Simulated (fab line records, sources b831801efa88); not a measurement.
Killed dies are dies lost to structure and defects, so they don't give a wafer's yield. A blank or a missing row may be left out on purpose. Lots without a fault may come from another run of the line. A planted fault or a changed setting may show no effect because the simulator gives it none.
A struck lot beside a sound one | flow sfq_line | 42 steps out of a route of 325
Sound: wafers L781.2, L781.3, L781.6. Struck: wafers L787.1, L787.2, L787.5. The cause comes at the end.
At each step with rows: each side's tool, then ch and its chambers, then its first start. Under that, the readings that differ: sound wafers | struck wafers | difference of the means | sigmas: that difference in standard deviations of wafers without a fault.
alike: readings whose means differ by less than 2 such deviations, and words and numbers that are the same on both sides. not compared: withheld readings, readings that some wafer has no value for, bounds like >300 that may hide the same value, and numbers for which the record gives no deviation and whose values overlap.
The two part at a step that has a row with sigmas, a row that says differs or no value, or rows on one side only. Numbers that don't overlap but have no deviation are shown without sigmas and don't part them. A reading that every wafer of one side lacks parts them only if that side has two wafers or more.

first, 6 steps without rows for these wafers: SFQ_TRILAYER_M3_LITHO_COAT_080 (resist thk 62 nm); SFQ_TRILAYER_M3_LITHO_COAT_075 (resist thk 600 nm); SFQ_TRILAYER_M3_LITHO_SOFTBAKE_079; SFQ_TRILAYER_M3_LITHO_EXPOSE_076 (exposes mask M3, target cd 500 nm); SFQ_TRILAYER_M3_LITHO_PEB_078 (peb time 60 s); SFQ_TRILAYER_M3_LITHO_DEVELOP_077 (time 60 s).
SFQ_M3_OVL_MEAS_921:
  sound on overlay-02, day 36 03:01; struck on overlay-01, day 49 15:09
  alike: M3_OVL
SFQ_TRILAYER_M3_BARC_OPEN_METAL_ETCH_100: etches BARC in O2, target depth 125 nm, time 41.7 s.
  sound on rie_metal-01 ch 0,1, day 36 03:03; struck on rie_metal-01 ch 0,1, day 49 15:11
  alike: chamber_pressure_mTorr, drypump_motor_current_A, oes_product_au
  not compared: rf_hours_counter_h
SFQ_TRILAYER_M3_ETCH_METAL_ETCH_078: etches Nb in Cl2/Ar, stops on SiO2, target depth 240 nm, time 120 s.
  sound on rie_metal-01 ch 0,1, day 36 03:07; struck on rie_metal-01 ch 0,1, day 49 15:15
  alike: chamber_pressure_mTorr, drypump_motor_current_A, oes_product_au
  not compared: rf_hours_counter_h
then, 3 steps without rows for these wafers: SFQ_TRILAYER_M3_STRIP_STRIP_079 (strips in O2); SFQ_TRILAYER_M3_STRIP_SOLV_CLEAN_080 (cleans in NMP, time 600 s); SFQ_TRILAYER_I3_DEP_PECVD_081 (deposits SiO2 from SiH4/N2O, time 111.11 s, target thk 500 nm).
SFQ_TRILAYER_I3_CMP_CMP_082: polishes SiO2.
  sound on cmp-01 ch 0,3, day 36 11:14; struck on cmp-01 ch 0,1,3, day 49 20:35
  reading                                             | sound             | struck            | difference | sigmas
  time_to_endpoint_s (s)                              | 205 212 218       | 169 181 173       | -37        | -5
  model.SiO2_of_TRILAYER_I3_DEP_PECVD_081.thk_nm (nm) | 198.4 200.9 199.9 | 248.9 251.5 249.8 | +50.3      |
  alike: motor_current_A
SFQ_I3_BOW_MEAS_922:
  sound on film_metro-02, day 36 13:46; struck on film_metro-01, day 50 00:54
  reading     | sound   | struck | difference                    | sigmas
  I3_BOW (um) | 13 11 9 | - - -  | no value on the struck wafers |
SFQ_TRILAYER_I3_METRO_MEASURE_083:
  sound on film_metro-02, day 36 14:04; struck on film_metro-01, day 50 14:18
  reading     | sound             | struck            | difference | sigmas
  thk_nm (nm) | 198.4 201.0 199.9 | 248.9 251.8 249.8 | +50.4      | +42
then, 6 steps without rows for these wafers: SFQ_TRILAYER_I3_VIA_LITHO_COAT_090 (resist thk 62 nm); SFQ_TRILAYER_I3_VIA_LITHO_COAT_085 (resist thk 650 nm); SFQ_TRILAYER_I3_VIA_LITHO_SOFTBAKE_089; SFQ_TRILAYER_I3_VIA_LITHO_EXPOSE_086 (exposes mask I3, target cd 500 nm); SFQ_TRILAYER_I3_VIA_LITHO_PEB_088 (peb time 60 s); SFQ_TRILAYER_I3_VIA_LITHO_DEVELOP_087 (time 60 s).
SFQ_I3_OVL_MEAS_923:
  sound on overlay-01, day 42 05:59; struck on overlay-01, day 51 01:26
  alike: I3_OVL
SFQ_TRILAYER_I3_VIA_BARC_OPEN_VIA_ETCH_121: etches BARC in O2, target depth 125 nm, time 41.7 s.
  sound on rie_diel-04 ch 0,2, day 42 06:01; struck on rie_diel-04 ch 0,2,3, day 51 01:29
  alike: chamber_pressure_mTorr, drypump_motor_current_A, oes_product_au
  not compared: rf_hours_counter_h
SFQ_TRILAYER_I3_VIA_ETCH_VIA_ETCH_088: etches SiO2 in CHF3, stops on Nb, target depth 260 nm.
  sound on rie_diel-04 ch 0,2, day 42 06:04; struck on rie_diel-04 ch 0,2,3, day 51 01:31
  reading                        | sound             | struck            | difference | sigmas
  oes_product_au (a.u.)          | 0.855 0.857 0.855 | 0.965 0.973 0.970 | +0.114     | +22
  model.etch.depth_nm (nm)       | 198.4 200.9 199.9 | 248.9 251.5 249.8 | +50.3      |
  model.I3.feature_depth_nm (nm) | 198.4 200.9 199.9 | 248.9 251.5 249.8 | +50.3      |
  alike: chamber_pressure_mTorr, drypump_motor_current_A
then, 2 steps without rows for these wafers: SFQ_TRILAYER_I3_VIA_STRIP_STRIP_089 (strips in O2); SFQ_TRILAYER_I3_VIA_STRIP_SOLV_CLEAN_090 (cleans in NMP, time 600 s).
SFQ_TRILAYER_M4_DEP_PRE_CLEAN_092: time 22.5 s.
  sound on pvd_sputter-05, day 42 06:57; struck on pvd_sputter-05, day 51 03:53
  reading                                             | sound             | struck          | difference | sigmas
  model.SiO2_of_TRILAYER_I3_DEP_PECVD_081.thk_nm (nm) | 190.9 193.4 192.4 | 241.4 244 242.3 | +50.3      |
then, 1 step without rows for these wafers: SFQ_TRILAYER_M4_DEP_SPUTTER_091 (material Nb, target thk 200 nm, time 133.3 s).
SFQ_M4_RS_MEAS_924: measures by four-point-probe.
  sound on film_metro-01, day 42 07:05; struck on film_metro-01, day 51 04:01
  reading           | sound             | struck            | difference | sigmas
  M4_NB_RS (ohm/sq) | 0.893 0.890 0.898 | 0.911 0.920 0.917 | +0.022     | +2
then, 6 steps without rows for these wafers: SFQ_TRILAYER_M4_LITHO_COAT_098 (resist thk 62 nm); SFQ_TRILAYER_M4_LITHO_COAT_093 (resist thk 600 nm); SFQ_TRILAYER_M4_LITHO_SOFTBAKE_097; SFQ_TRILAYER_M4_LITHO_EXPOSE_094 (exposes mask M4, target cd 500 nm); SFQ_TRILAYER_M4_LITHO_PEB_096 (peb time 60 s); SFQ_TRILAYER_M4_LITHO_DEVELOP_095 (time 60 s).
-- the record jumps here: 5 days lie between the struck wafers' starts before and after --
SFQ_M4_OVL_MEAS_926:
  sound on overlay-02, day 48 07:58; struck on overlay-01, day 55 18:47
  alike: M4_OVL
then, 1 step without rows for these wafers: SFQ_TRILAYER_M4_BARC_OPEN_METAL_ETCH_123 (etches BARC in O2, target depth 125 nm, time 41.7 s).
SFQ_TRILAYER_M4_ETCH_METAL_ETCH_096: etches Nb in Cl2/Ar, stops on SiO2, target depth 240 nm, time 120 s.
  sound on rie_metal-03 ch 0,1, day 48 08:03; struck on rie_metal-03 ch 0,1, day 55 18:52
  reading               | sound             | struck            | difference | sigmas
  oes_product_au (a.u.) | 0.901 0.896 0.889 | 0.882 0.882 0.874 | -0.016     | -2
  alike: chamber_pressure_mTorr, drypump_motor_current_A
  not compared: rf_hours_counter_h
SFQ_TRILAYER_M4_STRIP_STRIP_097: strips in O2.
  sound on rie_metal-03 ch 0,1, day 48 08:10; struck on rie_metal-03 ch 0,1, day 55 19:00
  alike: chamber_pressure_mTorr, drypump_motor_current_A, oes_product_au
  not compared: rf_hours_counter_h
then, 2 steps without rows for these wafers: SFQ_TRILAYER_M4_STRIP_SOLV_CLEAN_098 (cleans in NMP, time 600 s); SFQ_TRILAYER_I4_DEP_PECVD_099 (deposits SiO2 from SiH4/N2O, time 111.11 s, target thk 500 nm).
-- the record jumps here: 23 days lie between the struck wafers' starts before and after --
SFQ_M8_BOW_MEAS_951:
  sound on film_metro-04, day 78 03:13; struck on film_metro-02, day 78 16:24
  reading                 | sound            | struck            | difference | sigmas
  M8_BOW (um)             | 25 23 22         | 4 0 -7            | -24        | -2
  model.etest.i3.link_ohm | 1.939 1.95 1.968 | 2.031 2.046 2.046 | +0.089     |

WHERE THEY PART
First at SFQ_TRILAYER_I3_CMP_CMP_082; last, within this record, at SFQ_M8_BOW_MEAS_951.

WHY: what the simulator had put in
Process parameter drift: cmp-01, from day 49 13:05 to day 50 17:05, at SFQ_TRILAYER_I3_CMP_CMP_082. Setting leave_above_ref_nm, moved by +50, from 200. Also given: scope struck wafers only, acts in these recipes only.
